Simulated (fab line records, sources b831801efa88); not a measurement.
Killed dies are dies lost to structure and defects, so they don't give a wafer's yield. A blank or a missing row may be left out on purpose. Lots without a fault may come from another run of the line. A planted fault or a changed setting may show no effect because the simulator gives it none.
Which tool did it? | flow gf180mcu | 24 lots, 72 wafers sampled, at 6 steps of a route of 602

WHAT THE GAUGES READ, wafer by wafer
GF_V2_RS_MEAS_24: measures by four-point-probe. Usual: V2_W_RS 0.326 ohm/sq, standard deviation 0.0044.
lot  | measured     | on            | V2_W_RS (ohm/sq)  | flag
L074 | day 20 05:07 | film_metro-04 | 0.332 0.326 0.328 |
L075 | day 20 15:36 | film_metro-04 | 0.320 0.320 0.323 |
L076 | day 21 01:55 | film_metro-04 | 0.335 0.336 0.337 |
L077 | day 21 04:33 | film_metro-02 | 0.321 0.322 0.320 |
L078 | day 21 17:44 | film_metro-04 | 0.327 0.320 0.325 |
L079 | day 22 07:14 | film_metro-04 | 0.331 0.323 0.332 |
L080 | day 22 13:42 | film_metro-01 | 0.331 0.331 0.330 |
L081 | day 22 20:09 | film_metro-01 | 0.324 0.329 0.322 |
L082 | day 23 07:41 | film_metro-01 | 0.322 0.326 0.321 |
L083 | day 23 16:33 | film_metro-02 | 0.330 0.335 0.331 |
L084 | day 23 23:44 | film_metro-02 | 0.328 0.330 0.323 |
L085 | day 24 16:15 | film_metro-01 | 0.322 0.325 0.322 |
L086 | day 24 15:11 | film_metro-04 | 0.335 0.328 0.331 |
L087 | day 25 01:59 | film_metro-04 | 0.323 0.328 0.328 |
L088 | day 25 10:53 | film_metro-04 | 0.327 0.322 0.329 |
L089 | day 25 23:50 | film_metro-04 | 0.330 0.331 0.327 |
L090 | day 26 09:57 | film_metro-02 | 0.326 0.329 0.327 |
L091 | day 26 18:17 | film_metro-04 | 0.326 0.329 0.327 |
L092 | day 26 19:27 | film_metro-02 | 0.326 0.321 0.323 |
L093 | day 26 21:03 | film_metro-01 | 0.318 0.320 0.321 |
L094 | day 27 05:38 | film_metro-04 | 0.332 0.329 0.323 |
L095 | day 27 12:56 | film_metro-04 | 0.327 0.328 0.326 |
L096 | day 27 22:47 | film_metro-02 | 0.325 0.327 0.327 |
L097 | day 28 01:53 | film_metro-01 | 0.331 0.327 0.329 |

GF_V2_THK_MEAS_25: measures by xrf. Usual: V2_W_THK 343 nm, standard deviation 6.8.
lot  | measured     | on            | V2_W_THK (nm) | flag
L074 | day 20 05:13 | film_metro-04 | 335 340 341   |
L075 | day 20 15:43 | film_metro-04 | 348 347 344   |
L076 | day 21 02:00 | film_metro-04 | 328 327 328   |
L077 | day 21 04:39 | film_metro-02 | 356 351 356   |
L078 | day 21 17:51 | film_metro-04 | 337 344 339   |
L079 | day 22 07:21 | film_metro-04 | 336 345 333   |
L080 | day 22 13:49 | film_metro-01 | 339 338 340   |
L081 | day 22 20:16 | film_metro-01 | 347 340 347   |
L082 | day 23 07:48 | film_metro-01 | 348 346 351   |
L083 | day 23 16:40 | film_metro-02 | 349 342 346   |
L084 | day 23 23:51 | film_metro-02 | 348 345 354   |
L085 | day 24 16:22 | film_metro-01 | 348 346 350   |
L086 | day 24 15:17 | film_metro-04 | 329 338 335   |
L087 | day 25 02:06 | film_metro-04 | 339 338 339   |
L088 | day 25 10:59 | film_metro-04 | 337 344 334   |
L089 | day 25 23:56 | film_metro-04 | 336 333 336   |
L090 | day 26 10:04 | film_metro-02 | 346 345 346   |
L091 | day 26 18:25 | film_metro-04 | 340 336 337   |
L092 | day 26 19:34 | film_metro-02 | 347 352 349   |
L093 | day 26 21:10 | film_metro-01 | 352 353 351   |
L094 | day 27 05:44 | film_metro-04 | 336 338 344   |
L095 | day 27 13:03 | film_metro-04 | 340 341 342   |
L096 | day 27 22:54 | film_metro-02 | 351 350 349   |
L097 | day 28 02:01 | film_metro-01 | 340 343 341   |

GF_M3_OVL_MEAS_15. Usual: M3_OVL -3 nm, standard deviation 5.6.
lot  | measured     | on         | M3_OVL (nm) | flag
L074 | day 21 05:32 | overlay-01 | -2 3 -5     |
L075 | day 21 16:28 | overlay-01 | 3 2 -5      |
L076 | day 22 02:23 | overlay-01 | 4 -4 -8     |
L077 | day 22 04:44 | overlay-02 | 0 -3 2      |
L078 | day 22 17:52 | overlay-01 | -3 -6 0     |
L079 | day 23 06:34 | overlay-02 | -5 -7 -8    |
L080 | day 23 12:52 | overlay-02 | -2 -1 -6    |
L081 | day 23 19:26 | overlay-01 | 2 -1 -1     |
L082 | day 24 06:20 | overlay-01 | 2 -14 -5    |
L083 | day 24 15:26 | overlay-01 | -3 -15 -15  |
L084 | day 24 22:34 | overlay-02 | -7 0 -10    |
L085 | day 25 14:25 | overlay-01 | -10 0 -4    |
L086 | day 25 13:06 | overlay-02 | -10 -2 4    |
L087 | day 25 23:52 | overlay-02 | 1 1 -1      |
L088 | day 26 08:44 | overlay-01 | 0 1 -6      |
L089 | day 26 21:16 | overlay-02 | -4 -6 -7    |
L090 | day 27 06:25 | overlay-02 | -2 3 1      |
L091 | day 27 14:43 | overlay-01 | -2 -8 -6    |
L092 | day 27 15:59 | overlay-01 | -4 -4 -2    |
L093 | day 27 17:13 | overlay-02 | 0 2 -2      |
L094 | day 28 02:52 | overlay-02 | -5 1 -6     |
L095 | day 28 09:28 | overlay-02 | -5 -9 -7    |
L096 | day 28 19:13 | overlay-02 | 4 0 -9      |
L097 | day 28 21:46 | overlay-02 | -12 4 2     |

WHICH TOOL RAN EACH LOT (tool, then ch and the chambers of the sampled wafers, then the start)
lot  | GF_VT_IMPLANT_STRIP_31               | GF_V2_CVD_23                  | GF_M3_SPUTTER_04
L074 | plasma_asher-04 ch 0,1, day 6 23:37  | cvd_w-02 ch 0,1, day 20 04:59 | pvd_sputter-02, day 20 05:44
L075 | plasma_asher-04 ch 0, day 7 04:08    | cvd_w-01 ch 0,1, day 20 15:28 | pvd_sputter-01, day 20 16:14
L076 | plasma_asher-02 ch 0,1, day 7 10:04  | cvd_w-02 ch 0,1, day 21 01:46 | pvd_sputter-01, day 21 02:31
L077 | plasma_asher-01 ch 0,1, day 7 13:44  | cvd_w-01 ch 0,1, day 21 04:26 | pvd_sputter-04, day 21 05:10
L078 | plasma_asher-02 ch 0,1, day 7 22:55  | cvd_w-01 ch 0,1, day 21 17:37 | pvd_sputter-01, day 21 18:23
L079 | plasma_asher-04 ch 0,1, day 8 06:20  | cvd_w-01 ch 0,1, day 22 07:07 | pvd_sputter-04, day 22 07:53
L080 | plasma_asher-02 ch 1, day 8 12:16    | cvd_w-02 ch 0, day 22 13:34   | pvd_sputter-04, day 22 14:20
L081 | plasma_asher-04 ch 0,1, day 8 17:40  | cvd_w-02 ch 0,1, day 22 20:02 | pvd_sputter-02, day 22 20:49
L082 | plasma_asher-04 ch 0,1, day 9 00:53  | cvd_w-01 ch 0,1, day 23 07:34 | pvd_sputter-02, day 23 08:21
L083 | plasma_asher-04 ch 0,1, day 9 06:40  | cvd_w-02 ch 0,1, day 23 16:25 | pvd_sputter-01, day 23 17:12
L084 | plasma_asher-02 ch 0,1, day 9 12:11  | cvd_w-02 ch 0,1, day 23 23:37 | pvd_sputter-04, day 24 00:23
L085 | plasma_asher-02 ch 0,1, day 9 23:08  | cvd_w-02 ch 0,1, day 24 16:08 | pvd_sputter-02, day 24 17:11
L086 | plasma_asher-02 ch 0,1, day 10 03:43 | cvd_w-01 ch 0,1, day 24 15:04 | pvd_sputter-01, day 24 15:53
L087 | plasma_asher-01 ch 0,1, day 10 07:02 | cvd_w-01 ch 0,1, day 25 01:52 | pvd_sputter-01, day 25 02:39
L088 | plasma_asher-04 ch 0,1, day 10 17:26 | cvd_w-01 ch 0,1, day 25 10:46 | pvd_sputter-01, day 25 11:31
L089 | plasma_asher-02 ch 0, day 11 04:10   | cvd_w-01 ch 0,1, day 25 23:42 | pvd_sputter-01, day 26 00:28
L090 | plasma_asher-01 ch 1, day 11 11:11   | cvd_w-01 ch 0, day 26 09:49   | pvd_sputter-01, day 26 10:35
L091 | plasma_asher-02 ch 0,1, day 11 16:38 | cvd_w-02 ch 0,1, day 26 18:10 | pvd_sputter-01, day 26 18:57
L092 | plasma_asher-01 ch 0, day 11 19:11   | cvd_w-01 ch 0,1, day 26 19:20 | pvd_sputter-04, day 26 20:07
L093 | plasma_asher-01 ch 0,1, day 12 01:20 | cvd_w-01 ch 1, day 26 20:50   | pvd_sputter-04, day 26 21:41
L094 | plasma_asher-04 ch 0, day 12 09:41   | cvd_w-01 ch 0,1, day 27 05:30 | pvd_sputter-04, day 27 06:17
L095 | plasma_asher-02 ch 0,1, day 12 17:24 | cvd_w-02 ch 1, day 27 12:47   | pvd_sputter-01, day 27 13:35
L096 | plasma_asher-01 ch 0,1, day 12 23:00 | cvd_w-01 ch 0,1, day 27 22:40 | pvd_sputter-01, day 27 23:26
L097 | plasma_asher-01 ch 0,1, day 13 05:50 | cvd_w-02 ch 0,1, day 28 01:47 | pvd_sputter-02, day 28 02:34
- GF_VT_IMPLANT_STRIP_31: strips in O2/N2.
- GF_V2_CVD_23: deposits W, target thk 350 nm, time 104.94 s.
- GF_M3_SPUTTER_04: material TiN, target thk 50 nm, time 41.7 s.

WHAT THE TOOLS THEMSELVES READ (means of the sampled wafers that have a number; where no wafer has one, the mark that the record gives instead)
GF_VT_IMPLANT_STRIP_31. Usual: drypump_motor_current_A 5.95 A, standard deviation 0.27; heater_power_w 359 W, standard deviation 29; oes_product_au 0.715 a.u., standard deviation 0.0047; platen_temp_c 249.99 C, standard deviation 0.2; strip_time_to_endpoint_s 12.61 s, standard deviation 0.033.
lot  | tool            | drypump_motor_current_A (A) | heater_power_w (W) | oes_product_au (a.u.) | platen_temp_c (C) | strip_time_to_endpoint_s (s) | flag
L074 | plasma_asher-04 | 5.76                        | 367                | 0.714                 | 250.01            | 12.62                        |
L075 | plasma_asher-04 | 6.11                        | 393                | 0.713                 | 249.93            | 12.64                        |
L076 | plasma_asher-02 | 5.96                        | 330                | 0.714                 | 250.14            | 12.63                        |
L077 | plasma_asher-01 | 6.08                        | 372                | 0.713                 | 250.08            | 12.62                        |
L078 | plasma_asher-02 | 5.96                        | 322                | 0.716                 | 249.92            | 12.64                        |
L079 | plasma_asher-04 | 5.96                        | 377                | 0.716                 | 249.90            | 12.61                        |
L080 | plasma_asher-02 | 5.62                        | 376                | 0.719                 | 249.97            | 12.61                        |
L081 | plasma_asher-04 | 5.76                        | 367                | 0.716                 | 249.97            | 12.62                        |
L082 | plasma_asher-04 | 5.95                        | 383                | 0.717                 | 250.07            | 12.66                        |
L083 | plasma_asher-04 | 5.77                        | 371                | 0.716                 | 249.84            | 12.59                        |
L084 | plasma_asher-02 | 5.81                        | 357                | 0.714                 | 250.12            | 12.63                        |
L085 | plasma_asher-02 | 5.80                        | 351                | 0.715                 | 250.21            | 12.56                        |
L086 | plasma_asher-02 | 5.79                        | 350                | 0.723                 | 249.78            | 12.58                        |
L087 | plasma_asher-01 | 6.07                        | 371                | 0.716                 | 249.95            | 12.60                        |
L088 | plasma_asher-04 | 5.77                        | 368                | 0.709                 | 250.01            | 12.59                        |
L089 | plasma_asher-02 | 6.12                        | 301                | 0.715                 | 250.04            | 12.61                        |
L090 | plasma_asher-01 | 6.29                        | 362                | 0.716                 | 250.18            | 12.58                        |
L091 | plasma_asher-02 | 5.99                        | 322                | 0.714                 | 250.08            | 12.64                        |
L092 | plasma_asher-01 | 5.99                        | 376                | 0.714                 | 250.07            | 12.63                        |
L093 | plasma_asher-01 | 6.16                        | 369                | 0.713                 | 250.05            | 12.66                        |
L094 | plasma_asher-04 | 6.13                        | 384                | 0.711                 | 249.94            | 12.67                        |
L095 | plasma_asher-02 | 5.80                        | 345                | 0.718                 | 249.91            | 12.58                        |
L096 | plasma_asher-01 | 6.07                        | 369                | 0.717                 | 249.93            | 12.57                        |
L097 | plasma_asher-01 | 6.08                        | 372                | 0.708                 | 249.95            | 12.58                        |

GF_V2_CVD_23. Usual: heater_power_w 838 W, standard deviation 49.
lot  | tool     | heater_power_w (W) | flag
L074 | cvd_w-02 | 833                |
L075 | cvd_w-01 | 792                |
L076 | cvd_w-02 | 839                |
L077 | cvd_w-01 | 853                |
L078 | cvd_w-01 | 789                |
L079 | cvd_w-01 | 814                |
L080 | cvd_w-02 | 826                |
L081 | cvd_w-02 | 846                |
L082 | cvd_w-01 | 844                |
L083 | cvd_w-02 | 852                |
L084 | cvd_w-02 | 841                |
L085 | cvd_w-02 | 856                |
L086 | cvd_w-01 | 820                |
L087 | cvd_w-01 | 849                |
L088 | cvd_w-01 | 812                |
L089 | cvd_w-01 | 808                |
L090 | cvd_w-01 | 766                |
L091 | cvd_w-02 | 830                |
L092 | cvd_w-01 | 868                |
L093 | cvd_w-01 | 892                |
L094 | cvd_w-01 | 823                |
L095 | cvd_w-02 | 859                |
L096 | cvd_w-01 | 803                |
L097 | cvd_w-02 | 834                |

GF_M3_SPUTTER_04. Usual: throttle_valve_pct 30.4 %, standard deviation 0.72.
lot  | tool           | throttle_valve_pct (%) | flag
L074 | pvd_sputter-02 | 30.0                   |
L075 | pvd_sputter-01 | 30.7                   |
L076 | pvd_sputter-01 | 30.5                   |
L077 | pvd_sputter-04 | 31.2                   |
L078 | pvd_sputter-01 | 30.5                   |
L079 | pvd_sputter-04 | 30.1                   |
L080 | pvd_sputter-04 | 30.0                   |
L081 | pvd_sputter-02 | 30.2                   |
L082 | pvd_sputter-02 | 30.5                   |
L083 | pvd_sputter-01 | 30.2                   |
L084 | pvd_sputter-04 | 29.7                   |
L085 | pvd_sputter-02 | 30.9                   |
L086 | pvd_sputter-01 | 30.4                   |
L087 | pvd_sputter-01 | 30.5                   |
L088 | pvd_sputter-01 | 30.5                   |
L089 | pvd_sputter-01 | 30.2                   |
L090 | pvd_sputter-01 | 30.3                   |
L091 | pvd_sputter-01 | 30.7                   |
L092 | pvd_sputter-04 | 30.1                   |
L093 | pvd_sputter-04 | 30.9                   |
L094 | pvd_sputter-04 | 29.3                   |
L095 | pvd_sputter-01 | 30.5                   |
L096 | pvd_sputter-01 | 30.1                   |
L097 | pvd_sputter-02 | 30.2                   |

THE ANSWER, worked out from the rows above alone
Rule: a lot is off if the mean of its wafers that have a number lies more than 3 standard deviations from the usual mean. A lot without any number at a reading at which 4 lots or more have one is off too. The other lots that the step has rows for count as sound. The gauges are gone through in route order, then the tools' own readings, and for those a lot's mean is taken as printed above. The first step at which some lot is off is used, and at that step the reading that is off furthest; a lot without a number counts as furthest.
No lot is off at any reading shown: from this, nothing can be told.

WHAT THE SIMULATOR HAD PUT IN
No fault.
